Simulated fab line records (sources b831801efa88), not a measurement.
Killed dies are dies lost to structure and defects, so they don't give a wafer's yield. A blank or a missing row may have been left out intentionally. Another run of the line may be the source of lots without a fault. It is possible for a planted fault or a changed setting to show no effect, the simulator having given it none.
Which of the tools did it? :: flow sky130 :: 19 wafers from 7 lots sampled at 2 of the route's 708 steps

## WHAT THE GAUGES SHOWED, per wafer
SKY_METAL3_OVL_MEAS_14.
lot: L146
measured: day 39 04:49
on: overlay-01
METAL3_OVL (nm): 2 -3 -3

lot: L148
measured: day 39 09:56
on: overlay-02
METAL3_OVL (nm): 2 6 10

lot: L152
measured: day 40 14:39
on: overlay-01
METAL3_OVL (nm): -5 5 -4

lot: L158
measured: day 42 14:37
on: overlay-01
METAL3_OVL (nm): 7

lot: L160
measured: day 42 20:58
on: overlay-01
METAL3_OVL (nm): -4 -4 3

lot: L163
measured: day 43 22:11
on: overlay-01
METAL3_OVL (nm): 4 1 -4

lot: L168
measured: day 45 02:48
on: overlay-02
METAL3_OVL (nm): 8 -2 4

## WHICH TOOL RAN EACH LOT (tool, then ch and the chambers of the sampled wafers, then the start)
lot: L146
SKY_METAL3_SOFTBAKE_09: litho_track-02 ch 0, day 38 16:00

lot: L148
SKY_METAL3_SOFTBAKE_09: litho_track-01 ch 0, day 38 20:00

lot: L152
SKY_METAL3_SOFTBAKE_09: litho_track-01 ch 0, day 40 02:00

lot: L158
SKY_METAL3_SOFTBAKE_09: litho_track-04 ch 0, day 42 02:00

lot: L160
SKY_METAL3_SOFTBAKE_09: litho_track-02 ch 0, day 42 09:00

lot: L163
SKY_METAL3_SOFTBAKE_09: litho_track-02 ch 0, day 43 11:00

lot: L168
SKY_METAL3_SOFTBAKE_09: litho_track-01 ch 0, day 44 15:00
- SKY_METAL3_SOFTBAKE_09: time 90 s.

## THE ANSWER, worked out from the rows above alone
Rule: the lots themselves supply what counts as usual. Put in order of their means at a reading, lots are off if they are a third of the lots or fewer, leave a main group of 4 or more, and stand apart from it by a gap of 3 or more times the standard deviation of the main group's means; of several such gaps the widest counts. Not used: any main group whose means are identical at the precision the tables above print for the reading. A lot without any number at a reading at which 4 lots or more have one is off too. All remaining lots with rows at the step are treated as sound.
No lot is off on any of the readings shown, so nothing can be concluded from this.

## WHAT HAD BEEN PUT IN BY THE SIMULATOR
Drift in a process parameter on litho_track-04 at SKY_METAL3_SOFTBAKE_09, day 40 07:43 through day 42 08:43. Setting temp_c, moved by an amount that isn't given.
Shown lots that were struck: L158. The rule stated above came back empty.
